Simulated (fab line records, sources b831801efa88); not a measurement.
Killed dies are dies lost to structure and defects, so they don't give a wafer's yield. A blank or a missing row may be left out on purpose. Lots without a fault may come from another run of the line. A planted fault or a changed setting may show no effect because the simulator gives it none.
Which tool did it? | flow gf180mcu | 13 lots, 39 wafers sampled, at 4 steps of a route of 602

WHAT THE GAUGES READ, wafer by wafer
GF_PSD_CD_MEAS_07: target cd 400 nm.
lot  | measured     | on        | cd_nm (nm)
L194 | day 14 04:14 | cd_sem-01 | 399.6 398.6 398.6
L195 | day 14 09:38 | cd_sem-01 | 398.7 398.8 399.7
L196 | day 14 18:33 | cd_sem-01 | 400.6 400.9 400.7
L197 | day 15 02:26 | cd_sem-01 | 403.1 402.8 401.0
L198 | day 15 10:47 | cd_sem-01 | 395.2 397.2 395.4
L204 | day 18 01:17 | cd_sem-01 | 399.0 400.4 400.1
L205 | day 18 12:18 | cd_sem-01 | 403.5 402.5 400.8
L208 | day 19 03:45 | cd_sem-02 | 399.3 401.0 401.5
L210 | day 19 22:10 | cd_sem-01 | 397.2 399.9 398.6
L209 | day 20 02:32 | cd_sem-02 | 404.4 402.7 403.2
L211 | day 20 07:41 | cd_sem-02 | 400.3 400.3 401.4
L213 | day 20 22:07 | cd_sem-02 | 398.0 398.7 399.1
L217 | day 22 10:13 | cd_sem-01 | 402.9 398.1 400.3

GF_M1_THK_MEAS_06: measures by xrf.
lot  | measured     | on            | M1_ALCU_THK (nm)
L194 | day 16 03:53 | film_metro-02 | 442 450 446
L195 | day 16 07:10 | film_metro-02 | 444 452 448
L196 | day 16 18:11 | film_metro-02 | 450 447 453
L197 | day 17 03:52 | film_metro-04 | 454 453 466
L198 | day 17 10:53 | film_metro-02 | 447 444 447
L204 | day 20 04:25 | film_metro-02 | 446 446 443
L205 | day 20 16:34 | film_metro-04 | 447 446 437
L208 | day 21 07:40 | film_metro-02 | 443 447 446
L210 | day 22 02:05 | film_metro-02 | 447 449 449
L209 | day 22 06:34 | film_metro-03 | 439 435 436
L211 | day 22 11:27 | film_metro-03 | 448 438 441
L213 | day 23 00:37 | film_metro-04 | 453 449 455
L217 | day 24 12:04 | film_metro-04 | 456 447 453

WHICH TOOL RAN EACH LOT (tool, then ch and the chambers of the sampled wafers, then the start)
lot  | GF_STI_ETCH_14                  | GF_CONTACT_CMP_27
L194 | rie_si-01 ch 0,1,2, day 2 02:20 | cmp-02 ch 1,2,3, day 16 03:17
L195 | rie_si-02 ch 0,1,3, day 2 06:21 | cmp-01 ch 0,1,3, day 16 06:35
L196 | rie_si-02 ch 1,2,3, day 2 12:04 | cmp-02 ch 1,2,3, day 16 17:32
L197 | rie_si-01 ch 0,1,2, day 2 16:12 | cmp-02 ch 0,1,2, day 17 03:17
L198 | rie_si-01 ch 0,3, day 2 21:57   | cmp-02 ch 1,2,3, day 17 10:20
L204 | rie_si-01 ch 0,3, day 4 07:01   | cmp-02 ch 0,2,3, day 20 03:50
L205 | rie_si-01 ch 1,2,3, day 4 12:15 | cmp-02 ch 0,1,3, day 20 15:55
L208 | rie_si-02 ch 0,3, day 5 03:55   | cmp-01 ch 0,1, day 21 07:04
L210 | rie_si-02 ch 0,3, day 5 14:12   | cmp-02 ch 0,3, day 22 01:25
L209 | rie_si-02 ch 1,3, day 5 14:19   | cmp-02 ch 0,2,3, day 22 06:01
L211 | rie_si-02 ch 0,1,3, day 5 20:31 | cmp-02 ch 0,1,2, day 22 10:52
L213 | rie_si-02 ch 0,1,2, day 6 03:11 | cmp-02 ch 0,1,2, day 23 00:01
L217 | rie_si-02 ch 1,3, day 7 00:39   | cmp-01 ch 0,2,3, day 24 11:24
- GF_STI_ETCH_14: etches Si in HBr/Cl2/O2, target depth 360 nm, time 102.9 s.
- GF_CONTACT_CMP_27: polishes, stops on SiO2, t overpolish 15 s, target thk 0 nm.

WHAT THE TOOLS THEMSELVES READ (means of the sampled wafers that have a number; where no wafer has one, the mark that the record gives instead)
GF_STI_ETCH_14.
lot  | tool      | bias_w (W) | drypump_motor_current_A (A) | oes_product_au (a.u.) | rf_fwd_power_W (W) | throttle_valve_pct (%)
L194 | rie_si-01 | 149.9      | 5.6                         | 1.009                 | 597.7              | 25.651
L195 | rie_si-02 | 150.3      | 5.5                         | 0.989                 | 596.5              | 25.656
L196 | rie_si-02 | 150.1      | 5.7                         | 0.985                 | 596.5              | 25.664
L197 | rie_si-01 | 150.1      | 5.6                         | 1.000                 | 595.9              | 25.659
L198 | rie_si-01 | 149.7      | 6.1                         | 1.005                 | 597.1              | 25.658
L204 | rie_si-01 | 119.0      | 5.9                         | 0.969                 | 595.8              | 25.666
L205 | rie_si-01 | 119.1      | 5.8                         | 0.978                 | 594.7              | 25.677
L208 | rie_si-02 | 150.3      | 5.6                         | 0.993                 | 597.3              | 25.661
L210 | rie_si-02 | 150.1      | 5.7                         | 0.990                 | 597.6              | 25.653
L209 | rie_si-02 | 150.0      | 5.5                         | 0.991                 | 596.8              | 25.669
L211 | rie_si-02 | 150.0      | 5.5                         | 1.001                 | 597.6              | 25.655
L213 | rie_si-02 | 150.2      | 6.0                         | 1.002                 | 597.8              | 25.660
L217 | rie_si-02 | 149.3      | 5.4                         | 0.997                 | 596.3              | 25.666

GF_CONTACT_CMP_27.
lot  | tool   | edge_zone_pressure_frac | motor_current_A (A) | overpolish_run_s (s) | slurry_flow_ml_min | time_to_endpoint_s (s)
L194 | cmp-02 | 1.004                   | 10.6                | 14.995               | 149.8              | 74
L195 | cmp-01 | 1.000                   | 10.5                | 15.000               | 150.0              | 67
L196 | cmp-02 | 1.003                   | 10.7                | 14.999               | 150.2              | 75
L197 | cmp-02 | 1.000                   | 10.7                | 14.997               | 150.2              | 75
L198 | cmp-02 | 1.005                   | 10.5                | 15.004               | 149.8              | 77
L204 | cmp-02 | 0.995                   | 11.3                | 15.001               | 149.5              | 77
L205 | cmp-02 | 0.995                   | 11.3                | 14.997               | 150.3              | 76
L208 | cmp-01 | 1.002                   | 9.9                 | 15.005               | 150.1              | 66
L210 | cmp-02 | 0.997                   | 11.5                | 14.996               | 150.1              | 71
L209 | cmp-02 | 1.003                   | 11.5                | 15.002               | 150.1              | 70
L211 | cmp-02 | 0.999                   | 11.0                | 15.002               | 149.6              | 72
L213 | cmp-02 | 0.997                   | 10.8                | 14.999               | 149.4              | 73
L217 | cmp-01 | 1.001                   | 11.1                | 14.999               | 149.6              | 74

THE ANSWER, worked out from the rows above alone
Rule: what is usual is taken from the lots themselves. Put in order of their means at a reading, lots are off if they are a third of the lots or fewer, leave a main group of 4 or more, and stand apart from it by a gap of 3 or more times the standard deviation of the main group's means; of several such gaps the widest counts. A main group whose means are all the same, to the digits that the tables above print for the reading, isn't used. A lot without any number at a reading at which 4 lots or more have one is off too. The other lots that the step has rows for count as sound. The gauges are gone through in route order, then the tools' own readings, and for those a lot's mean is taken as printed above. The first step at which some lot is off is used, and at that step the reading that is off furthest; a lot without a number counts as furthest.
Off: L204, L205, at GF_STI_ETCH_14 (bias_w). The main group: mean 150.0 W, standard deviation 0.28.
A tool fits if, at that step or a process step before it, it ran every lot that is off, and no sound lot after the first of them. One fits: rie_si-01 at GF_STI_ETCH_14. Its last sound lot is L198 (day 2 21:57), its first lot that is off L204 (day 4 07:01): a fault that began between those two fits.
The tool's own readings at GF_STI_ETCH_14 bear it out: on the lots that are off they differ by more than 5 times the standard deviation of the sound lots' means. bias_w reads 119.0 W there against 150.0 W on the sound lots.

WHAT THE SIMULATOR HAD PUT IN
Process parameter drift: rie_si-01, from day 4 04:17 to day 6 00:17, at GF_STI_ETCH_14. Setting bias_w, moved by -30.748, from 150. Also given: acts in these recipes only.
Lots struck among those shown: L204, L205. The rule above found the same.
